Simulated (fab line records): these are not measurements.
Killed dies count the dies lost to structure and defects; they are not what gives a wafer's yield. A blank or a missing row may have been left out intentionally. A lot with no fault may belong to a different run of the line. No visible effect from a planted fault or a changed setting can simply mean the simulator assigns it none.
Commonality check across tools + flow sky130 + Lots sampled 12, wafers sampled 36

== REASON FOR OPENING ==
At SKY_LDD_LDN_TW_MEAS_13 the reading LDD_LDN_TW is flagged on 2 of 12 lots. No-fault wafers: 1484, standard deviation 11.
Rule: a lot is flagged when every wafer of it that has a number lies more than 4 standard deviations from that mean, or none has a number. As for the other lots, they are considered sound.

| lot  | measured     | on           | LDD_LDN_TW, wafer by wafer | flag    |
|------|--------------|--------------|----------------------------|---------|
| L325 | day 22 18:07 | filmMetro-01 | 1509 1502 1494             |         |
| L330 | day 25 10:48 | filmMetro-03 | 1478 1475 1477             |         |
| L331 | day 25 12:38 | filmMetro-03 | 1475 1487 1481             |         |
| L335 | day 27 02:13 | filmMetro-02 | 1539 1529 1534             | FLAGGED |
| L336 | day 27 21:39 | filmMetro-02 | 1484 1489 1478             |         |
| L337 | day 27 23:34 | filmMetro-03 | 1547 1532 1540             | FLAGGED |
| L343 | day 29 10:10 | filmMetro-02 | 1478 1476 1470             |         |
| L342 | day 29 11:42 | filmMetro-01 | 1518 1505 1506             |         |
| L344 | day 29 15:04 | filmMetro-03 | 1467 1478 1471             |         |
| L345 | day 30 17:43 | filmMetro-02 | 1465 1472 1480             |         |
| L347 | day 30 19:41 | filmMetro-03 | 1486 1495 1483             |         |
| L348 | day 31 03:10 | filmMetro-02 | 1482 1483 1480             |         |
The numbers of the flagged lots are 1537 on average: +53 against the usual, or +5 standard deviations.

== WHICH TOOL EACH LOT WENT THROUGH ==
The record holds 1 process step before the reading, out of a route of 708 steps. Each cell gives the tool, then ch followed by the chambers the sampled wafers passed through, then the start.
| lot  | flag    | SKY_LDD_LDN_IMPLANT_11          |
|------|---------|---------------------------------|
| L325 |         | implanter-01 ch 0, day 22 17:54 |
| L330 |         | implanter-01 ch 0, day 25 10:33 |
| L331 |         | implanter-01 ch 0, day 25 12:23 |
| L335 | FLAGGED | implanter-01 ch 0, day 27 01:59 |
| L336 |         | implanter-02 ch 0, day 27 21:24 |
| L337 | FLAGGED | implanter-01 ch 0, day 27 23:21 |
| L343 |         | implanter-02 ch 0, day 29 09:56 |
| L342 |         | implanter-02 ch 0, day 29 11:27 |
| L344 |         | implanter-02 ch 0, day 29 14:49 |
| L345 |         | implanter-01 ch 0, day 30 17:29 |
| L347 |         | implanter-01 ch 0, day 30 19:28 |
| L348 |         | implanter-01 ch 0, day 31 02:56 |
What is done by these steps:
- SKY_LDD_LDN_IMPLANT_11
- SKY_LDD_LDN_TW_MEAS_13

== FLAGGED OVER TOTAL, TOOL BY TOOL (the gauges that took the reading come last) ==
| step                   | tool         | lots run | flagged | share of the flagged lots | sound lots run after its first flagged lot |
|------------------------|--------------|----------|---------|---------------------------|--------------------------------------------|
| SKY_LDD_LDN_IMPLANT_11 | implanter-01 | 8        | 2       | all                       | 3 (L345,L347,L348)                         |
| SKY_LDD_LDN_IMPLANT_11 | implanter-02 | 4        | 0       | none                      | -                                          |
| SKY_LDD_LDN_TW_MEAS_13 | filmMetro-01 | 2        | 0       | none                      | -                                          |
| SKY_LDD_LDN_TW_MEAS_13 | filmMetro-02 | 5        | 1       | some                      | 4 (L336,L343,L345,L348)                    |
| SKY_LDD_LDN_TW_MEAS_13 | filmMetro-03 | 5        | 1       | some                      | 2 (L344,L347)                              |

== WHAT THE TABLE PERMITS ==
1 row of the table ran every flagged lot: implanter-01 at SKY_LDD_LDN_IMPLANT_11.
- implanter-01 at SKY_LDD_LDN_IMPLANT_11 ran 8 lots, 2 of them flagged. Sound lots ran on it after the first flagged one (L345, L347, L348), which a lasting fault on the whole tool wouldn't allow. Its own readings (doseIonsCm2, faradayCurrentUA) fall more than 4 standard deviations out on all wafers of the flagged lots.
None of the table's rows ran every flagged lot and, after the first, no sound lot.

== WHAT WAS PUT IN BY THE SIMULATOR ==
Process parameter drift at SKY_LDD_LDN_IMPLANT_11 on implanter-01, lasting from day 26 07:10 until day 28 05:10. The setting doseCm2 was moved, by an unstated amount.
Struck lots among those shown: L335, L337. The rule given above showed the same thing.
